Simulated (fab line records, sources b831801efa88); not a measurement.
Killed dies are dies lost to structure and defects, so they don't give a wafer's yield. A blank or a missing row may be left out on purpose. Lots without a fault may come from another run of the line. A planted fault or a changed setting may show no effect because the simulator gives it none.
Which tool did it? | flow gf180mcu | 7 lots, 21 wafers sampled, at 2 steps of a route of 602

WHAT THE GAUGES READ, wafer by wafer
GF_STI_THK_MEAS_02.
lot  | measured    | on            | STI_OXIDATION_THK (nm)
L892 | day 1 17:16 | film_metro-03 | 10.13 10.07 10.14
L894 | day 2 02:31 | film_metro-03 | 9.84 9.73 9.80
L898 | day 2 22:56 | film_metro-03 | 9.92 9.98 9.93
L902 | day 3 18:49 | film_metro-01 | 9.90 10.03 10.04
L908 | day 5 00:31 | film_metro-02 | 13.33 13.19 13.42
L911 | day 5 15:53 | film_metro-03 | 10.04 10.17 10.06
L913 | day 6 01:31 | film_metro-01 | 9.98 10.12 10.08

WHICH TOOL RAN EACH LOT (tool, then ch and the chambers of the sampled wafers, then the start)
lot  | GF_STI_OXIDATION_01
L892 | furnace-02 ch 0, day 1 15:52
L894 | furnace-01 ch 0, day 2 01:07
L898 | furnace-02 ch 0, day 2 21:32
L902 | furnace-02 ch 0, day 3 17:25
L908 | furnace-02 ch 0, day 4 23:07
L911 | furnace-01 ch 0, day 5 14:29
L913 | furnace-01 ch 0, day 6 00:07
- GF_STI_OXIDATION_01: stabilise 600 s, purge 300 s, target thk 10 nm.

THE ANSWER, worked out from the rows above alone
Rule: what is usual is taken from the lots themselves. Put in order of their means at a reading, lots are off if they are a third of the lots or fewer, leave a main group of 4 or more, and stand apart from it by a gap of 3 or more times the standard deviation of the main group's means; of several such gaps the widest counts. A main group whose means are all the same, to the digits that the tables above print for the reading, isn't used. A lot without any number at a reading at which 4 lots or more have one is off too. The other lots that the step has rows for count as sound.
Off: L908, at GF_STI_THK_MEAS_02 (STI_OXIDATION_THK). The main group: mean 10.00 nm, standard deviation 0.11.
A tool fits if, at a process step before that reading, it ran every lot that is off, and no sound lot after the first of them. The gauges at GF_STI_THK_MEAS_02 are tried like those tools. Can't be told from this: 2 tools fit, furnace-02 at GF_STI_OXIDATION_01, film_metro-02 at GF_STI_THK_MEAS_02.

WHAT THE SIMULATOR HAD PUT IN
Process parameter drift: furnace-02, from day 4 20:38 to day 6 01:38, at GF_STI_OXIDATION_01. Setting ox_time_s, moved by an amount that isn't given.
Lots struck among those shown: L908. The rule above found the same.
